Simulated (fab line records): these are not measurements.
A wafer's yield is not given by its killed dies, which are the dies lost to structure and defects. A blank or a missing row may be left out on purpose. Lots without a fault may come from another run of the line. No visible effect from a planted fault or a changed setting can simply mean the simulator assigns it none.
Which tool is to blame? || flow sky130 || Sampling: 12 lots, 36 wafers, 6 of 708 route steps

## WHAT THE GAUGES SHOWED, per wafer
SKY_SD_P_TW_MEAS_11. Usual: SD_P_TW 2824, standard deviation 13.
{"lot": "L784", "measured": "day 24 23:34", "on": "film_metro-03", "SD_P_TW": "2828 2834 2849", "flag": ""}
{"lot": "L788", "measured": "day 27 05:31", "on": "film_metro-03", "SD_P_TW": "2820 2814 2820", "flag": ""}
{"lot": "L790", "measured": "day 27 23:43", "on": "film_metro-01", "SD_P_TW": "2812 2812 2805", "flag": ""}
{"lot": "L796", "measured": "day 30 00:26", "on": "film_metro-01", "SD_P_TW": "2827 2822 2819", "flag": ""}
{"lot": "L795", "measured": "day 30 02:25", "on": "film_metro-03", "SD_P_TW": "2828 2829 2805", "flag": ""}
{"lot": "L798", "measured": "day 30 07:45", "on": "film_metro-03", "SD_P_TW": "2819 2836 2816", "flag": ""}
{"lot": "L800", "measured": "day 30 22:04", "on": "film_metro-01", "SD_P_TW": "2820 2828 2822", "flag": ""}
{"lot": "L801", "measured": "day 31 08:31", "on": "film_metro-01", "SD_P_TW": "2809 2821 2813", "flag": ""}
{"lot": "L802", "measured": "day 31 11:20", "on": "film_metro-02", "SD_P_TW": "2829 2824 2830", "flag": ""}
{"lot": "L804", "measured": "day 32 09:36", "on": "film_metro-01", "SD_P_TW": "2820 2825 2829", "flag": ""}
{"lot": "L806", "measured": "day 33 01:13", "on": "film_metro-03", "SD_P_TW": "2843 2835 2837", "flag": ""}
{"lot": "L807", "measured": "day 33 02:50", "on": "film_metro-01", "SD_P_TW": "2807 2817 2810", "flag": ""}

SKY_SD_N_CD_MEAS_07 targets a cd of 380 nm. Usual: cd_nm 380.6 nm, standard deviation 2.6.
{"lot": "L784", "measured": "day 27 09:30", "on": "cd_sem-02", "cd_nm (nm)": "375.8 374.0 373.9", "flag": ""}
{"lot": "L788", "measured": "day 29 15:31", "on": "cd_sem-02", "cd_nm (nm)": "383.3 379.9 381.0", "flag": ""}
{"lot": "L790", "measured": "day 30 08:45", "on": "cd_sem-01", "cd_nm (nm)": "379.9 381.9 381.1", "flag": ""}
{"lot": "L796", "measured": "day 32 07:23", "on": "cd_sem-01", "cd_nm (nm)": "381.0 380.5 380.6", "flag": ""}
{"lot": "L795", "measured": "day 32 09:06", "on": "cd_sem-01", "cd_nm (nm)": "380.1 376.0 379.7", "flag": ""}
{"lot": "L798", "measured": "day 32 14:19", "on": "cd_sem-02", "cd_nm (nm)": "381.9 382.9 384.3", "flag": ""}
{"lot": "L800", "measured": "day 33 03:49", "on": "cd_sem-01", "cd_nm (nm)": "378.4 379.1 378.6", "flag": ""}
{"lot": "L801", "measured": "day 33 13:32", "on": "cd_sem-01", "cd_nm (nm)": "380.2 380.4 377.5", "flag": ""}
{"lot": "L802", "measured": "day 33 16:56", "on": "cd_sem-01", "cd_nm (nm)": "379.1 377.7 378.3", "flag": ""}
{"lot": "L804", "measured": "day 34 15:07", "on": "cd_sem-01", "cd_nm (nm)": "386.8 386.9 385.0", "flag": ""}
{"lot": "L806", "measured": "day 35 06:15", "on": "cd_sem-01", "cd_nm (nm)": "384.1 382.0 380.0", "flag": ""}
{"lot": "L807", "measured": "day 35 08:12", "on": "cd_sem-01", "cd_nm (nm)": "380.4 383.4 383.0", "flag": ""}

SKY_SD_N_RS_MEAS_16: the measuring method here is four-point-probe. Usual: SD_N_RS 68.58 ohm/sq, standard deviation 0.11.
{"lot": "L784", "measured": "day 27 10:20", "on": "film_metro-03", "SD_N_RS (ohm/sq)": "68.55 68.64 68.56", "flag": ""}
{"lot": "L788", "measured": "day 29 16:22", "on": "film_metro-01", "SD_N_RS (ohm/sq)": "68.49 68.61 68.54", "flag": ""}
{"lot": "L790", "measured": "day 30 09:37", "on": "film_metro-01", "SD_N_RS (ohm/sq)": "68.58 68.63 68.56", "flag": ""}
{"lot": "L796", "measured": "day 32 08:14", "on": "film_metro-01", "SD_N_RS (ohm/sq)": "68.63 68.41 68.52", "flag": ""}
{"lot": "L795", "measured": "day 32 09:57", "on": "film_metro-02", "SD_N_RS (ohm/sq)": "69.21 69.23 69.16 69.24 69.18 69.23", "flag": "OFF"}
{"lot": "L798", "measured": "day 32 15:10", "on": "film_metro-03", "SD_N_RS (ohm/sq)": "69.41 69.21 69.26 69.41 69.34 69.09", "flag": "OFF"}
{"lot": "L800", "measured": "day 33 04:40", "on": "film_metro-03", "SD_N_RS (ohm/sq)": "68.82 68.73 68.62", "flag": ""}
{"lot": "L801", "measured": "day 33 14:22", "on": "film_metro-01", "SD_N_RS (ohm/sq)": "68.47 68.39 68.50", "flag": ""}
{"lot": "L802", "measured": "day 33 17:46", "on": "film_metro-02", "SD_N_RS (ohm/sq)": "68.55 68.63 68.58", "flag": ""}
{"lot": "L804", "measured": "day 34 15:58", "on": "film_metro-03", "SD_N_RS (ohm/sq)": "68.70 68.54 68.49", "flag": ""}
{"lot": "L806", "measured": "day 35 07:05", "on": "film_metro-02", "SD_N_RS (ohm/sq)": "68.67 68.50 68.52", "flag": ""}
{"lot": "L807", "measured": "day 35 09:02", "on": "film_metro-03", "SD_N_RS (ohm/sq)": "68.57 68.55 68.65", "flag": ""}

## TOOL THAT RAN EACH LOT (tool first, then ch and the chambers of the sampled wafers, then the start)
{"lot": "L784", "SKY_RES_XHIGH_STRIP_08": "plasma_asher-01 ch 0,1, day 26 05:02", "SKY_SD_N_IMPLANT_09": "implanter-02 ch 0, day 27 09:40", "SKY_SD_N_STRIP_11": "plasma_asher-04 ch 0,1, day 27 09:56"}
{"lot": "L788", "SKY_RES_XHIGH_STRIP_08": "plasma_asher-04 ch 0,1, day 28 10:50", "SKY_SD_N_IMPLANT_09": "implanter-01 ch 0, day 29 15:41", "SKY_SD_N_STRIP_11": "plasma_asher-01 ch 0,1, day 29 15:57"}
{"lot": "L790", "SKY_RES_XHIGH_STRIP_08": "plasma_asher-04 ch 0,1, day 29 04:18", "SKY_SD_N_IMPLANT_09": "implanter-02 ch 0, day 30 08:55", "SKY_SD_N_STRIP_11": "plasma_asher-01 ch 0,1, day 30 09:11"}
{"lot": "L796", "SKY_RES_XHIGH_STRIP_08": "plasma_asher-02 ch 0,1, day 31 04:32", "SKY_SD_N_IMPLANT_09": "implanter-01 ch 0, day 32 07:34", "SKY_SD_N_STRIP_11": "plasma_asher-04 ch 0,1, day 32 07:49"}
{"lot": "L795", "SKY_RES_XHIGH_STRIP_08": "plasma_asher-02 ch 0,1, day 31 05:55", "SKY_SD_N_IMPLANT_09": "implanter-01 ch 0, day 32 09:16", "SKY_SD_N_STRIP_11": "plasma_asher-03 ch 0,1, day 32 09:32"}
{"lot": "L798", "SKY_RES_XHIGH_STRIP_08": "plasma_asher-02 ch 0,1, day 31 11:47", "SKY_SD_N_IMPLANT_09": "implanter-01 ch 0, day 32 14:29", "SKY_SD_N_STRIP_11": "plasma_asher-01 ch 0,1, day 32 14:46"}
{"lot": "L800", "SKY_RES_XHIGH_STRIP_08": "plasma_asher-01 ch 0,1, day 32 00:57", "SKY_SD_N_IMPLANT_09": "implanter-03 ch 0, day 33 03:59", "SKY_SD_N_STRIP_11": "plasma_asher-04 ch 0,1, day 33 04:15"}
{"lot": "L801", "SKY_RES_XHIGH_STRIP_08": "plasma_asher-02 ch 0,1, day 32 11:30", "SKY_SD_N_IMPLANT_09": "implanter-03 ch 0, day 33 13:41", "SKY_SD_N_STRIP_11": "plasma_asher-03 ch 0,1, day 33 13:59"}
{"lot": "L802", "SKY_RES_XHIGH_STRIP_08": "plasma_asher-02 ch 0,1, day 32 14:08", "SKY_SD_N_IMPLANT_09": "implanter-02 ch 0, day 33 17:05", "SKY_SD_N_STRIP_11": "plasma_asher-03 ch 0,1, day 33 17:23"}
{"lot": "L804", "SKY_RES_XHIGH_STRIP_08": "plasma_asher-04 ch 0,1, day 33 12:02", "SKY_SD_N_IMPLANT_09": "implanter-03 ch 0, day 34 15:17", "SKY_SD_N_STRIP_11": "plasma_asher-03 ch 0,1, day 34 15:34"}
{"lot": "L806", "SKY_RES_XHIGH_STRIP_08": "plasma_asher-04 ch 0,1, day 34 02:44", "SKY_SD_N_IMPLANT_09": "implanter-02 ch 0, day 35 06:25", "SKY_SD_N_STRIP_11": "plasma_asher-04 ch 0,1, day 35 06:41"}
{"lot": "L807", "SKY_RES_XHIGH_STRIP_08": "plasma_asher-01 ch 0,1, day 34 05:22", "SKY_SD_N_IMPLANT_09": "implanter-03 ch 0, day 35 08:22", "SKY_SD_N_STRIP_11": "plasma_asher-04 ch 0,1, day 35 08:38"}
- SKY_RES_XHIGH_STRIP_08: strips in O2/N2.
- SKY_SD_N_IMPLANT_09
- SKY_SD_N_STRIP_11: strips in O2/N2.

## WHAT THE TOOLS THEMSELVES READ (means of the sampled wafers that have a number; where no wafer has one, the mark that the record gives instead)
SKY_RES_XHIGH_STRIP_08. Usual: drypump_motor_current_A 5.7 A, standard deviation 0.51; oes_product_au 0.711 a.u., standard deviation 0.0045; strip_time_to_endpoint_s 14.27 s, standard deviation 0.047.
{"lot": "L784", "tool": "plasma_asher-01", "drypump_motor_current_A (A)": 5.6, "oes_product_au (a.u.)": 0.712, "strip_time_to_endpoint_s (s)": 14.30, "flag": ""}
{"lot": "L788", "tool": "plasma_asher-04", "drypump_motor_current_A (A)": 5.8, "oes_product_au (a.u.)": 0.708, "strip_time_to_endpoint_s (s)": 14.26, "flag": ""}
{"lot": "L790", "tool": "plasma_asher-04", "drypump_motor_current_A (A)": 5.8, "oes_product_au (a.u.)": 0.708, "strip_time_to_endpoint_s (s)": 14.31, "flag": ""}
{"lot": "L796", "tool": "plasma_asher-02", "drypump_motor_current_A (A)": 5.9, "oes_product_au (a.u.)": 0.710, "strip_time_to_endpoint_s (s)": 14.27, "flag": ""}
{"lot": "L795", "tool": "plasma_asher-02", "drypump_motor_current_A (A)": 5.9, "oes_product_au (a.u.)": 0.712, "strip_time_to_endpoint_s (s)": 14.27, "flag": ""}
{"lot": "L798", "tool": "plasma_asher-02", "drypump_motor_current_A (A)": 5.8, "oes_product_au (a.u.)": 0.712, "strip_time_to_endpoint_s (s)": 14.21, "flag": ""}
{"lot": "L800", "tool": "plasma_asher-01", "drypump_motor_current_A (A)": 5.6, "oes_product_au (a.u.)": 0.715, "strip_time_to_endpoint_s (s)": 14.31, "flag": ""}
{"lot": "L801", "tool": "plasma_asher-02", "drypump_motor_current_A (A)": 5.9, "oes_product_au (a.u.)": 0.705, "strip_time_to_endpoint_s (s)": 14.17, "flag": ""}
{"lot": "L802", "tool": "plasma_asher-02", "drypump_motor_current_A (A)": 5.9, "oes_product_au (a.u.)": 0.709, "strip_time_to_endpoint_s (s)": 14.28, "flag": ""}
{"lot": "L804", "tool": "plasma_asher-04", "drypump_motor_current_A (A)": 5.3, "oes_product_au (a.u.)": 0.710, "strip_time_to_endpoint_s (s)": 14.29, "flag": ""}
{"lot": "L806", "tool": "plasma_asher-04", "drypump_motor_current_A (A)": 5.7, "oes_product_au (a.u.)": 0.713, "strip_time_to_endpoint_s (s)": 14.28, "flag": ""}
{"lot": "L807", "tool": "plasma_asher-01", "drypump_motor_current_A (A)": 5.6, "oes_product_au (a.u.)": 0.713, "strip_time_to_endpoint_s (s)": 14.27, "flag": ""}

SKY_SD_N_STRIP_11. Usual: drypump_motor_current_A 5.6 A, standard deviation 0.6; oes_product_au 0.527 a.u., standard deviation 0.0044; strip_time_to_endpoint_s 22.54 s, standard deviation 0.048.
{"lot": "L784", "tool": "plasma_asher-04", "drypump_motor_current_A (A)": 5.3, "oes_product_au (a.u.)": 0.523, "strip_time_to_endpoint_s (s)": 22.61, "flag": ""}
{"lot": "L788", "tool": "plasma_asher-01", "drypump_motor_current_A (A)": 5.5, "oes_product_au (a.u.)": 0.531, "strip_time_to_endpoint_s (s)": 22.53, "flag": ""}
{"lot": "L790", "tool": "plasma_asher-01", "drypump_motor_current_A (A)": 5.5, "oes_product_au (a.u.)": 0.529, "strip_time_to_endpoint_s (s)": 22.57, "flag": ""}
{"lot": "L796", "tool": "plasma_asher-04", "drypump_motor_current_A (A)": 5.3, "oes_product_au (a.u.)": 0.527, "strip_time_to_endpoint_s (s)": 22.55, "flag": ""}
{"lot": "L795", "tool": "plasma_asher-03", "drypump_motor_current_A (A)": 5.2, "oes_product_au (a.u.)": 0.530, "strip_time_to_endpoint_s (s)": 22.26, "flag": "OFF"}
{"lot": "L798", "tool": "plasma_asher-01", "drypump_motor_current_A (A)": 5.9, "oes_product_au (a.u.)": 0.535, "strip_time_to_endpoint_s (s)": 22.26, "flag": "OFF"}
{"lot": "L800", "tool": "plasma_asher-04", "drypump_motor_current_A (A)": 5.8, "oes_product_au (a.u.)": 0.527, "strip_time_to_endpoint_s (s)": 22.52, "flag": ""}
{"lot": "L801", "tool": "plasma_asher-03", "drypump_motor_current_A (A)": 5.5, "oes_product_au (a.u.)": 0.526, "strip_time_to_endpoint_s (s)": 22.51, "flag": ""}
{"lot": "L802", "tool": "plasma_asher-03", "drypump_motor_current_A (A)": 5.5, "oes_product_au (a.u.)": 0.527, "strip_time_to_endpoint_s (s)": 22.50, "flag": ""}
{"lot": "L804", "tool": "plasma_asher-03", "drypump_motor_current_A (A)": 5.1, "oes_product_au (a.u.)": 0.526, "strip_time_to_endpoint_s (s)": 22.50, "flag": ""}
{"lot": "L806", "tool": "plasma_asher-04", "drypump_motor_current_A (A)": 5.7, "oes_product_au (a.u.)": 0.534, "strip_time_to_endpoint_s (s)": 22.57, "flag": ""}
{"lot": "L807", "tool": "plasma_asher-04", "drypump_motor_current_A (A)": 5.8, "oes_product_au (a.u.)": 0.527, "strip_time_to_endpoint_s (s)": 22.55, "flag": ""}

## THE ANSWER, worked out from the rows above alone
Rule: a lot counts as off when the mean over its wafers that have a number is more than 3 standard deviations away from the usual mean. Also off: a lot with no number at a reading for which 4 or more lots have one. All remaining lots with rows at the step are treated as sound. After the gauges, taken in route order, come the tools' own readings; for these a lot's mean is taken, as printed above. The first step at which some lot is off is used, and at that step the reading that is off furthest; a lot without a number counts as furthest.
Off: L795, L798, seen at SKY_SD_N_RS_MEAS_16 (SD_N_RS).
If a tool, at a process step before that reading, ran all the lots that are off and no sound lot after the first of them, it fits. The gauges at SKY_SD_N_RS_MEAS_16 aren't tried: what is off there is off at SKY_SD_N_STRIP_11 too, on other tools, and a gauge's error can't cause that. One candidate fits, namely implanter-01 at SKY_SD_N_IMPLANT_09. Its last sound lot is L796 (day 32 07:34), its first lot that is off L795 (day 32 09:16): a fault that began between those two fits.

## WHAT WAS PUT IN BY THE SIMULATOR
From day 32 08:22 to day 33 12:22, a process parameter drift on implanter-01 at SKY_SD_N_IMPLANT_09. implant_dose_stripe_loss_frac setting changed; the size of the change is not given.
Struck lots among those shown: L795, L798. The rule above reached the same finding.
